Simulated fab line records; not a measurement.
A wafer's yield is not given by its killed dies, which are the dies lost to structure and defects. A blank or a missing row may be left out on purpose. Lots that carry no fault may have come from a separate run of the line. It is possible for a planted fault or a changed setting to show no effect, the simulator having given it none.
fab line records    flow gf180mcu
record: lots: 12  wafers: 34  lastDay: 34
route steps=602 shown STI@14 NWELL@49 MVPSD@88 VT_IMPLANT@108
lots with no fault: from the same line, run without faults
startH: the number of hours between the record's first day and the start of the first shown wafer of the lot    waitH: time in hours since the lot's previous step    " as in the row above    L1.1+2: one row covering several wafers at once    - no value, or no start was given    * or withheld: withheld    < > ~ a bound
route shown NAME@n: a module of which the file shows steps, and the number in the route of the first    usual: average and standard deviation across the fault-free wafers    same: alike in all rows    chamber/n: place in a boat    sites: the reading at each site    _std_site: the values' standard deviation    _edge_site: the outer-site mean with the inner-site mean subtracted    radiusMm: how far each site lies from the wafer's centre    mask NAME#n: copy n    behind: the tool/chamber that last shaped the wafer    hold: reason for holding the lot/hours on hold/outcome of the hold    device: which transistor (n, p or np) failed to switch    end of line: tests run on the same wafers once the route is complete    a step given without rows: its recipe and nothing more    killed: count of dies lost to structure and defects at first sort (not the wafer's yield)    map: a wafer's dies, x killed, . not, _ none there
set.NAME: setting as actually run; set.NAME@STEP: the setting as run at that earlier step    model.NAME: the simulator's own value behind a step, which no gauge read
one table for each step of the route and one row for each wafer, over a sample of lots
services: a tool's chamber out of use, with start hour (startH, from the record's first day; less than 0 if before it), hours out, and reason
== steps ==
step: GF_STI_ETCH_13
recipe: chemistry: CHF3/O2  stopOn: Si  overEtchFrac: 0.3  targetDepthA: 2823.1  sourceW: 600  biasW: 200  pressureMtorr: 40  chf3FlowSccm: 50  O2_flow_sccm: 5  timeS: 112.9
usual: biasW: 200.0/0.53  drypumpMotorCurrentA: 5.7/0.39  oesProductAu: 0.834/0.0071  throttleValvePct: 8.811/0.0094
lot.wafer  tool        chamber  startH  waitH  biasW  drypumpMotorCurrentA  oesProductAu  rfHoursCounterH  throttleValvePct
L178.1     rieDiel-04  3        26.50   0.1    200.7  5.9                   0.837         7                8.818
L178.3     "           2        "       "      199.6  5.7                   0.835         8                8.819
L178.5     "           3        "       "      200.5  5.9                   0.840         -                8.819
L180.1     rieDiel-04  2        35.69   0.1    200.1  5.7                   0.832         9                8.823
L180.3     "           3        "       "      199.8  5.9                   0.834         8                8.829
L180.6     "           1        "       "      200.0  5.3                   0.842         -                8.826
L181.4     rieDiel-04  2        41.54   0.1    200.1  5.7                   0.834         -                8.809
L181.5     "           3        "       "      199.8  5.9                   0.844         -                8.815
L181.6     "           1        "       "      200.1  5.3                   0.830         -                8.797
L182.1     rieDiel-04  1        50.35   0.1    200.3  5.3                   0.834         89               8.807
L182.2     "           2        "       "      199.1  5.7                   0.833         9                8.818
L182.6     "           2        "       "      200.2  5.7                   0.834         -                8.812
L185.1     rieDiel-01  2        60.30   0.1    200.3  5.9                   0.854         3                8.815
L185.3     "           3        "       "      200.1  5.4                   0.845         103              8.810
L185.5     "           2        "       "      199.5  5.9                   0.862         -                8.810
L186.3     rieDiel-01  2        67.44   0.1    199.4  5.9                   0.833         3                8.807
L186.5     "           0        "       "      200.2  6.6                   0.847         -                8.817
L186.6     "           3        "       "      199.8  5.5                   0.839         -                8.803
L187.3     rieDiel-01  0        74.39   0.1    199.5  6.6                   0.846         59               8.799
L187.4     "           3        "       "      199.7  5.4                   0.834         104              8.820
L187.5     "           2        "       "      200.1  5.9                   0.826         -                8.813
L188.1     rieDiel-01  0        78.70   0.1    200.5  6.5                   0.798         60               8.797
L188.5     "           3        "       "      200.7  5.5                   0.828         -                8.803
L189.1     rieDiel-03  0        85.94   0.1    199.5  5.7                   0.834         6                8.804
L189.2     "           2        "       "      200.1  6.3                   0.834         44               8.814
L189.4     "           0        "       "      199.9  5.7                   0.827         -                8.814
L191.2     rieDiel-01  1        93.09   0.1    201.4  5.3                   0.843         8                8.805
L191.3     "           0        "       "      199.9  6.5                   0.802         60               8.813
L199.2     rieDiel-03  2        138.10  0.1    200.1  6.3                   0.841         46               8.825
L199.4     "           3        "       "      200.8  5.4                   0.832         120              8.807
L199.5     "           2        "       "      200.2  6.3                   0.829         -                8.810
L200.3     rieDiel-04  3        141.70  0.1    199.5  5.9                   0.840         10               8.812
L200.4     "           1        "       "      200.5  5.3                   0.845         91               8.821
L200.5     "           3        "       "      200.7  5.9                   0.838         -                8.791
step: GF_STI_STRIP_15
recipe: chemistry: O2/N2  powerW: 1400  pressureMtorr: 1500  platenTempC: 250  o2FlowSccm: 3000  n2FlowSccm: 300  overashFraction: 0.5
usual: drypumpMotorCurrentA: 6.07/0.18  heaterPowerW: 333/10  oesProductAu: 0.384/0.0049  platenTempC: 249.98/0.18  stripTimeToEndpointS: 3.73/0.05
lot.wafer  tool            chamber  startH  waitH  drypumpMotorCurrentA  heaterPowerW  oesProductAu  platenTempC  rfHoursCounterH  stripTimeToEndpointS
L178.1     plasmaAsher-01  1        26.66   0.0    6.40                  321           0.387         250.08       36               3.70
L178.3     "               1        "       "      6.40                  316           0.387         250.01       -                3.68
L178.5     "               1        "       "      6.43                  311           0.380         249.83       -                3.73
L180.1     plasmaAsher-01  1        35.84   0.0    6.40                  323           0.388         250.01       37               3.70
L180.3     "               0        "       "      5.80                  338           0.386         249.93       -                3.75
L180.6     "               1        "       "      6.36                  322           0.390         250.28       -                3.79
L181.4     plasmaAsher-01  0        41.69   0.0    5.77                  335           0.386         249.92       -                3.71
L181.5     "               1        "       "      6.43                  313           0.383         249.80       -                3.70
L181.6     "               0        "       "      5.77                  340           0.383         249.76       -                3.74
L182.1     plasmaAsher-01  1        50.50   0.0    6.39                  319           0.390         249.92       39               3.79
L182.2     "               0        "       "      5.79                  339           0.384         249.87       39               3.73
L182.6     "               0        "       "      5.79                  336           0.392         249.89       -                3.75
L185.1     plasmaAsher-04  0        60.45   0.0    5.87                  352           0.390         249.90       24               3.71
L185.3     "               1        "       "      6.12                  319           0.383         249.78       -                3.71
L185.5     "               0        "       "      5.87                  336           0.380         249.64       -                3.73
L186.3     plasmaAsher-02  1        67.63   0.1    6.09                  340           0.384         249.87       -                3.70
L186.5     "               0        "       "      6.03                  336           0.388         250.17       -                3.70
L186.6     "               1        "       "      6.10                  337           0.385         249.59       -                3.75
L187.3     plasmaAsher-02  0        74.58   0.1    6.03                  342           0.381         250.17       -                3.70
L187.4     "               1        "       "      6.19                  341           0.377         249.83       -                3.72
L187.5     "               1        "       "      6.18                  346           0.382         250.29       -                3.73
L188.1     plasmaAsher-02  0        78.85   0.0    6.03                  337           0.379         250.12       43               3.48
L188.5     "               0        "       "      6.04                  333           0.387         250.15       -                3.72
L189.1     plasmaAsher-02  0        86.09   0.0    6.02                  339           0.381         250.02       44               3.81
L189.2     "               1        "       "      6.13                  344           0.386         250.27       44               3.81
L189.4     "               0        "       "      6.04                  337           0.386         250.00       -                3.76
L191.2     plasmaAsher-02  1        93.24   0.0    6.11                  347           0.383         250.27       44               3.71
L191.3     "               1        "       "      6.13                  337           0.371         250.11       -                3.47
L199.2     plasmaAsher-02  0        138.25  0.0    6.04                  332           0.386         249.97       49               3.65
L199.4     "               1        "       "      6.18                  331           0.390         250.19       -                3.79
L199.5     "               1        "       "      6.16                  341           0.380         249.59       -                3.64
L200.3     plasmaAsher-04  0        141.89  0.1    5.87                  341           0.389         249.70       -                3.75
L200.4     "               1        "       "      6.12                  313           0.389         250.14       -                3.80
L200.5     "               0        "       "      5.87                  339           0.381         249.77       -                3.75
step: GF_NWELL_OVL_MEAS_07
usual: NWELL_OVL: -0.8/1.3
lot.wafer  tool        chamber  startH  waitH  NWELL_OVL[nm]
L178.1     overlay-02  -        59.84   -      -0.7
L178.3     "           -        "       "      -1.7
L178.5     "           -        "       "      0.0
L180.1     overlay-02  -        67.99   -      -1.3
L180.3     "           -        "       "      0.8
L180.6     "           -        "       "      0.3
L181.4     overlay-02  -        70.05   -      -1.7
L181.5     "           -        "       "      -2.9
L181.6     "           -        "       "      -1.3
L182.1     overlay-01  -        80.83   -      -1.5
L182.2     "           -        "       "      -0.1
L182.6     "           -        "       "      1.5
L185.1     overlay-02  -        99.24   -      -1.9
L185.3     "           -        "       "      -0.5
L185.5     "           -        "       "      -0.8
L186.3     overlay-02  -        107.49  -      -0.4
L186.5     "           -        "       "      -0.4
L186.6     "           -        "       "      1.0
L187.3     overlay-01  -        110.69  -      0.0
L187.4     "           -        "       "      -1.7
L187.5     "           -        "       "      0.4
L188.1     overlay-01  -        116.59  -      -2.1
L188.5     "           -        "       "      -1.6
L189.1     overlay-02  -        122.03  -      -2.1
L189.2     "           -        "       "      0.0
L189.4     "           -        "       "      0.1
L191.2     overlay-02  -        127.09  -      -0.8
L191.3     "           -        "       "      0.2
L199.2     overlay-02  -        174.79  -      -2.3
L199.4     "           -        "       "      -1.4
L199.5     "           -        "       "      -2.2
L200.3     overlay-02  -        178.35  -      0.0
L200.4     "           -        "       "      0.2
L200.5     "           -        "       "      1.4
step: GF_MVPSD_STRIP_10
recipe: chemistry: O2/N2  powerW: 1400  pressureMtorr: 1500  platenTempC: 250  o2FlowSccm: 3000  n2FlowSccm: 300  overashFraction: 0.5
usual: drypumpMotorCurrentA: 6.01/0.18  heaterPowerW: 335/22  oesProductAu: 0.722/0.0046  platenTempC: 250.01/0.2  stripTimeToEndpointS: 36.90/0.11
lot.wafer  tool            chamber  startH  waitH  drypumpMotorCurrentA  heaterPowerW  oesProductAu  platenTempC  rfHoursCounterH  stripTimeToEndpointS
L178.1     plasmaAsher-04  1        98.56   0.1    6.14                  319           0.723         249.87       28               36.81
L178.3     "               1        "       "      6.16                  316           0.731         250.20       -                36.80
L178.5     "               0        "       "      5.86                  342           0.716         250.11       -                36.76
L180.1     plasmaAsher-04  1        108.87  0.1    6.11                  316           0.719         250.04       29               36.96
L180.3     "               1        "       "      6.12                  312           0.713         249.88       -                36.93
L180.6     "               0        "       "      5.87                  344           0.717         250.09       -                36.91
L181.4     plasmaAsher-04  0        110.69  0.1    5.86                  345           0.720         249.91       -                36.76
L181.5     "               0        "       "      5.85                  337           0.722         250.07       -                36.89
L181.6     "               1        "       "      6.10                  320           0.721         249.85       -                36.67
L182.1     plasmaAsher-04  0        123.00  0.1    5.87                  350           0.729         250.03       31               36.89
L182.2     "               1        "       "      6.09                  313           0.724         249.93       31               36.94
L182.6     "               1        "       "      6.10                  315           0.727         249.77       -                36.90
L185.1     plasmaAsher-02  1        143.57  0.1    6.23                  327           0.728         250.03       50               36.91
L185.3     "               1        "       "      6.18                  336           0.722         250.25       -                36.97
L185.5     "               1        "       "      6.16                  333           0.722         250.60       -                36.86
L186.3     plasmaAsher-04  0        150.65  0.1    5.86                  332           0.727         250.29       -                36.82
L186.5     "               1        "       "      6.10                  317           0.727         250.49       -                36.91
L186.6     "               0        "       "      5.86                  337           0.722         250.34       -                36.89
L187.3     plasmaAsher-04  0        155.25  0.1    5.88                  339           0.717         249.99       -                37.03
L187.4     "               1        "       "      6.14                  320           0.727         250.12       -                37.01
L187.5     "               1        "       "      6.10                  316           0.722         250.23       -                37.17
L188.1     plasmaAsher-03  1        162.45  0.1    5.72                  376           0.723         249.62       5                36.89
L188.5     "               0        "       "      6.24                  311           0.723         249.94       -                36.83
L189.1     plasmaAsher-02  0        167.57  0.1    6.04                  345           0.721         249.85       52               36.88
L189.2     "               1        "       "      6.16                  334           0.733         250.11       52               36.74
L189.4     "               0        "       "      6.03                  341           0.730         249.99       -                36.89
L191.2     plasmaAsher-04  1        175.67  0.1    6.09                  323           0.720         250.18       37               37.03
L191.3     "               1        "       "      6.13                  322           0.727         250.16       -                36.93
L199.2     plasmaAsher-03  1        225.97  0.1    5.68                  364           0.729         250.11       13               36.74
L199.4     "               1        "       "      5.69                  359           0.717         249.97       -                36.71
L199.5     "               0        "       "      6.26                  304           0.723         249.96       -                36.76
L200.3     plasmaAsher-04  1        231.70  0.1    6.11                  306           0.722         249.92       -                37.09
L200.4     "               0        "       "      5.86                  342           0.721         250.12       -                37.08
L200.5     "               0        "       "      5.87                  335           0.722         250.10       -                37.08
step: GF_VT_IMPLANT_OVL_MEAS_18
usual: VT_IMPLANT_01_OVL: 1.5/1.4
lot.wafer  tool        chamber  startH  waitH  VT_IMPLANT_01_OVL[nm]
L178.1     overlay-02  -        126.08  0.1    2.0
L178.3     "           -        "       "      2.4
L178.5     "           -        "       "      2.3
L180.1     overlay-02  -        136.53  0.1    1.1
L180.3     "           -        "       "      1.1
L180.6     "           -        "       "      2.8
L181.4     overlay-01  -        138.85  0.1    0.6
L181.5     "           -        "       "      1.5
L181.6     "           -        "       "      1.4
L182.1     overlay-02  -        152.24  0.1    2.7
L182.2     "           -        "       "      2.5
L182.6     "           -        "       "      2.2
L185.1     overlay-01  -        175.08  0.1    -0.2
L185.3     "           -        "       "      -0.3
L185.5     "           -        "       "      -1.1
L186.3     overlay-02  -        182.55  0.1    4.5
L186.5     "           -        "       "      4.2
L186.6     "           -        "       "      4.3
L187.3     overlay-02  -        186.34  0.1    2.4
L187.4     "           -        "       "      0.3
L187.5     "           -        "       "      1.0
L188.1     overlay-02  -        193.53  0.1    3.4
L188.5     "           -        "       "      3.2
L189.1     overlay-02  -        200.13  0.1    0.6
L189.2     "           -        "       "      1.0
L189.4     "           -        "       "      0.5
L191.2     overlay-01  -        208.79  0.1    2.3
L191.3     "           -        "       "      2.9
L199.2     overlay-01  -        262.79  0.1    1.2
L199.4     "           -        "       "      0.6
L199.5     "           -        "       "      1.5
L200.3     overlay-02  -        269.74  0.1    4.0
L200.4     "           -        "       "      1.0
L200.5     "           -        "       "      2.3
== services ==
tool            chamber  startH  hours  kind
plasmaAsher-02  -        38.09   6.2    repair
rieDiel-04      0        41.48   4.8    repair
plasmaAsher-04  -        48.12   2.8    pm
plasmaAsher-04  -        58.40   0.9    repair
rieDiel-04      -        63.55   0.1    repair
rieDiel-04      -        65.78   1.1    repair
rieDiel-04      2        75.82   4.2    repair
rieDiel-04      -        76.81   0.2    repair
rieDiel-03      1        85.51   6.4    repair
rieDiel-04      -        92.35   0.6    repair
plasmaAsher-03  -        108.75  9.0    pm
plasmaAsher-03  0        108.75  9.0    ventCycle
plasmaAsher-03  1        108.75  9.0    ventCycle
plasmaAsher-03  -        110.23  4.4    repair
plasmaAsher-03  0        117.75  -      clean
plasmaAsher-03  1        117.75  -      clean
plasmaAsher-01  -        144.46  13.8   repair
plasmaAsher-01  -        158.31  15.6   pm
rieDiel-01      0        177.61  3.1    repair
plasmaAsher-04  -        192.35  9.7    repair
rieDiel-01      -        193.28  1.0    repair
rieDiel-01      -        202.20  15.6   pm
plasmaAsher-01  -        217.35  1.3    repair
rieDiel-04      2        228.39  15.0   repair
== key ==
firstSign: step: GF_STI_ETCH_13  reading: oesProductAu  direction: down  sigmas: 4.7  usual: 0.834  struck: 0.800
effect: step: GF_STI_STRIP_15  reading: stripTimeToEndpointS  direction: down  sigmas: 5.1  usual: *  struck: *
metAt GF_STI_ETCH_13
struckLots L188,L191
struckWafers L188.1,L191.3
testerLeftOut L188,L191
notActingAt GF_NWELL_OVL_MEAS_07,GF_MVPSD_STRIP_10,GF_VT_IMPLANT_OVL_MEAS_18
onsetBetween 74.39 78.70
fault: kind: processParameterDrift  tool: rieDiel-01  chamber: -  onsetH: 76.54  steps: GF_STI_ETCH_13  channel: targetDepthA  offset: *  shape: step  endH: 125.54  scope: struckWafersOnly  actsIn: *  stated: *
testerLeftOut: of these lots the tester's yield and bins aren't shown, on N5 and GAA mostly nor the transistor test; their killed dies are dies lost to structure and defects alone, not to doping, threshold or leakage, so they don't give the yield
